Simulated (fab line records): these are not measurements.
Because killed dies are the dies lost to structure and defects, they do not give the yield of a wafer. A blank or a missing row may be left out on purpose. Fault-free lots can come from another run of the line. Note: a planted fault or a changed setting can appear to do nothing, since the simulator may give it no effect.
Matching of chambers / flow sfq line / SFQ_TRILAYER_I1_CMP_CMP_046 on cmp-01 has 4 sister chambers
The step polishes SiO2. 4 wafers are shown with their chamber, then 9 later ones without.

== WAFERS, EACH WITH ITS CHAMBER ==
wafer=L389.4; chamber=1; motor current A (A)=10.4
wafer=L391.2; chamber=0; motor current A (A)=8.7
wafer=L391.3; chamber=3; motor current A (A)=10.2
wafer=L391.4; chamber=2; motor current A (A)=10.3

== WAFERS WHOSE CHAMBER IS MISSING ==
wafer=L393.1; motor current A (A)=10.5
wafer=L393.4; motor current A (A)=11.1
wafer=L393.5; motor current A (A)=10.8
wafer=L394.2; motor current A (A)=9.9
wafer=L394.4; motor current A (A)=11.1
wafer=L394.6; motor current A (A)=11.2
wafer=L400.1; motor current A (A)=10.4
wafer=L400.4; motor current A (A)=10.2
wafer=L400.5; motor current A (A)=10.5

== WHICH CHAMBER EACH ONE RAN IN ==
wafer=L393.1; from the rows above=can't be placed: 1 or 2 or 3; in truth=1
wafer=L393.4; from the rows above=can't be placed: 1 or 2 or 3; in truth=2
wafer=L393.5; from the rows above=can't be placed: 1 or 2 or 3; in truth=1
wafer=L394.2; from the rows above=can't be placed: 3 or 2 or 1 or 0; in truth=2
wafer=L394.4; from the rows above=can't be placed: 1 or 2 or 3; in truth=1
wafer=L394.6; from the rows above=can't be placed: 1 or 2 or 3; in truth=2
wafer=L400.1; from the rows above=can't be placed: 1 or 2 or 3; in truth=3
wafer=L400.4; from the rows above=can't be placed: 3 or 2 or 1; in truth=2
wafer=L400.5; from the rows above=can't be placed: 1 or 2 or 3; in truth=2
Placed correctly: 0 of 9. From these rows, 9 cannot be placed; in 9 the true chamber is one of the candidates. Placed wrongly: 0.
How it was worked out, from the rows above alone: a wafer's distance from a chamber is the root of the sum, over the readings, of the square of ((its reading less the chamber's mean) divided by the reading's scatter). The wafer belongs to the nearest chamber; if the next one is less than 2 further off, it can't be placed. For every chamber, the mean is computed from those of its wafers that are shown. The scatter: with one shown wafer a chamber, the root of the mean of the squares of how far each hidden wafer lies from its nearest shown one.
